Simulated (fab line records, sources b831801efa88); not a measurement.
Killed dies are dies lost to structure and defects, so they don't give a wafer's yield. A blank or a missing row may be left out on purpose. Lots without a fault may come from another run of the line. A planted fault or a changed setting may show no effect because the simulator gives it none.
A struck lot beside a sound one | flow sky130 | 14 steps out of a route of 708
Sound: wafers L750.2, L750.3, L750.6. Struck: wafers L749.2, L749.3, L749.4. The cause comes at the end.
At each step with rows: each side's tool, then ch and its chambers, then its first start. Under that, the readings that differ: sound wafers | struck wafers | difference of the means | sigmas: that difference in standard deviations of wafers without a fault.
alike: readings whose means differ by less than 2 such deviations, and words and numbers that are the same on both sides. not compared: withheld readings, readings that some wafer has no value for, bounds like >300 that may hide the same value, and numbers for which the record gives no deviation and whose values overlap.
The two part at a step that has a row with sigmas, a row that says differs or no value, or rows on one side only. Numbers that don't overlap but have no deviation are shown without sigmas and don't part them. A reading that every wafer of one side lacks parts them only if that side has two wafers or more.

first, 3 steps without rows for these wafers: SKY_PASSIVATION_EXPOSE_08 (exposes mask NSM, target cd 3000 nm); SKY_PASSIVATION_PEB_09; SKY_PASSIVATION_DEVELOP_10 (develop time 60 s).
SKY_PASSIVATION_ETCH_11: etches the open film in CF4/O2, stops on AlCu, target depth 725 nm, time 161.1 s.
  sound on rie_diel-02 ch 1,2, day 49 09:55; struck on rie_diel-02 ch 0,1,3, day 49 06:38
  alike: O2_flow_sccm, bias_w, drypump_motor_current_A, oes_product_au, rf_fwd_power_W, throttle_valve_pct
  not compared: rf_hours_counter_h
SKY_PASSIVATION_STRIP_12: strips in O2/N2.
  sound on plasma_asher-03 ch 0, day 49 10:01; struck on plasma_asher-01 ch 0,1, day 49 06:45
  alike: drypump_motor_current_A, oes_product_au, strip_time_to_endpoint_s
  not compared: rf_hours_counter_h
then, 7 steps without rows for these wafers: SKY_PAD_OPEN_DEHYDRATE_00 (time 60 s); SKY_PAD_OPEN_HMDS_01 (prime time 60 s); SKY_PAD_OPEN_COAT_02 (resist thk 3000 nm); SKY_PAD_OPEN_SOFTBAKE_03; SKY_PAD_OPEN_EXPOSE_04 (exposes mask PDM, target cd 60000 nm); SKY_PAD_OPEN_PEB_05; SKY_PAD_OPEN_DEVELOP_06 (develop time 60 s).
SKY_PAD_OPEN_ETCH_07: etches the open film in CF4/O2, stops on AlCu, target depth 725 nm, time 164.9 s.
  sound on rie_diel-01 ch 0,3, day 50 03:07; struck on rie_diel-01 ch 0,2,3, day 49 22:08
  no value came back on the struck wafers for any of 5 readings (O2_flow_sccm (sccm), cf4_flow_sccm (sccm) and others); on the sound wafers O2_flow_sccm (sccm) reads 9.98 9.98 10.00
  not compared: rf_hours_counter_h
SKY_PAD_OPEN_STRIP_08: strips in O2/N2.
  sound on plasma_asher-04 ch 0,1, day 50 03:13; struck on plasma_asher-01 ch 0,1, day 49 22:15
  reading                      | sound             | struck            | difference | sigmas
  strip_time_to_endpoint_s (s) | 37.29 37.20 37.32 | 36.89 37.00 37.05 | -0.29      | -3
  alike: drypump_motor_current_A, oes_product_au
  not compared: rf_hours_counter_h

WHERE THEY PART
First at SKY_PAD_OPEN_ETCH_07; last, within this record, at SKY_PAD_OPEN_STRIP_08.

WHY: what the simulator had put in
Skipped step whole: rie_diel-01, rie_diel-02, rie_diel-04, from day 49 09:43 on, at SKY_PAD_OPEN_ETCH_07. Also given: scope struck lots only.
